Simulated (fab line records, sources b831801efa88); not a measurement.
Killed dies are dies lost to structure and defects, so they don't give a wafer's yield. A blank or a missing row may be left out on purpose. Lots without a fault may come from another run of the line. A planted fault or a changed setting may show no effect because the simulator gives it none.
Chamber matching | flow sky130 | SKY_VIA1_ETCH_14 on rie_diel-04: 4 sister chambers
The step etches BARC in N2/H2, stops on SiO2, time 45.9 s, target depth 60 nm. 22 wafers are shown with their chamber, then 11 later ones without.

WAFERS WITH THEIR CHAMBER
wafer  | chamber | drypump_motor_current_A (A) | throttle_valve_pct (%) | oes_product_au (a.u.)
L075.2 | 3       | 5.65                        | 13.234                 | 0.853
L075.4 | 0       | 5.77                        | 13.222                 | 0.853
L075.5 | 3       | 5.66                        | 13.242                 | 0.868
L081.2 | 3       | 5.63                        | 13.228                 | 0.852
L081.3 | 1       | 5.69                        | 13.251                 | 0.848
L081.5 | 3       | 5.64                        | 13.226                 | 0.854
L080.1 | 1       | 5.68                        | 13.222                 | 0.853
L080.2 | 0       | 5.75                        | 13.214                 | 0.857
L080.4 | 3       | 5.62                        | 13.215                 | 0.852
L084.1 | 0       | 5.77                        | 13.229                 | 0.854
L084.2 | 1       | 5.67                        | 13.223                 | 0.849
L084.6 | 1       | 5.67                        | 13.221                 | 0.858
L085.1 | 2       | 5.48                        | 13.215                 | 0.847
L085.3 | 0       | 5.77                        | 13.227                 | 0.844
L085.4 | 2       | 5.47                        | 13.223                 | 0.857
L087.1 | 2       | 5.44                        | 13.226                 | 0.847
L087.5 | 1       | 5.68                        | 13.225                 | 0.857
L087.6 | 2       | 5.47                        | 13.224                 | 0.853
L088.1 | 0       | 5.76                        | 13.236                 | 0.850
L088.2 | 1       | 5.68                        | 13.230                 | 0.853
L088.4 | 2       | 5.48                        | 13.224                 | 0.854
L089.1 | 1       | 5.66                        | 13.234                 | 0.848

SIGNATURES (means of the wafers above)
reading                 | chamber 0 | chamber 1 | chamber 2 | chamber 3 | scatter within a chamber
drypump_motor_current_A | 5.7640    | 5.6757    | 5.4680    | 5.6400    | 0.0128
throttle_valve_pct      | 13.22560  | 13.22943  | 13.22240  | 13.22900  | 0.00887
oes_product_au          | 0.85160   | 0.85229   | 0.85160   | 0.85580   | 0.0051
Rule: a wafer's distance from a chamber is the root of the sum, over the readings, of the square of ((its reading less the chamber's mean) divided by the reading's scatter). The wafer belongs to the nearest chamber; if the next one is less than 2 further off, it can't be placed. The scatter: the root of (the sum of the squares of (reading less its chamber's mean) over the shown wafers, divided by (wafers less chambers)).

WAFERS WITHOUT THEIR CHAMBER
wafer  | drypump_motor_current_A (A) | throttle_valve_pct (%) | oes_product_au (a.u.)
L089.2 | 5.77                        | 13.214                 | 0.854
L089.6 | 5.45                        | 13.226                 | 0.853
L092.1 | 5.75                        | 13.253                 | 0.855
L092.4 | 5.67                        | 13.224                 | 0.860
L092.5 | 5.63                        | 13.233                 | 0.852
L091.2 | 5.78                        | 13.219                 | 0.859
L091.3 | 5.49                        | 13.228                 | 0.855
L091.5 | 5.47                        | 13.237                 | 0.854
L093.4 | 5.47                        | 13.228                 | 0.857
L093.5 | 5.74                        | 13.238                 | 0.859
L093.6 | 5.67                        | 13.226                 | 0.854

WHICH CHAMBER EACH WENT THROUGH
wafer  | from the rows above     | in truth
L089.2 | 0                       | 0
L089.6 | 2                       | 2
L092.1 | 0                       | 0
L092.4 | can't be placed: 1 or 3 | 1
L092.5 | 3                       | 3
L091.2 | 0                       | 0
L091.3 | 2                       | 2
L091.5 | 2                       | 2
L093.4 | 2                       | 2
L093.5 | 0                       | 0
L093.6 | can't be placed: 1 or 3 | 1
Placed correctly: 9 of 11. Can't be placed from these rows: 2 (the true chamber is among the candidates in 2). Placed wrongly: 0.
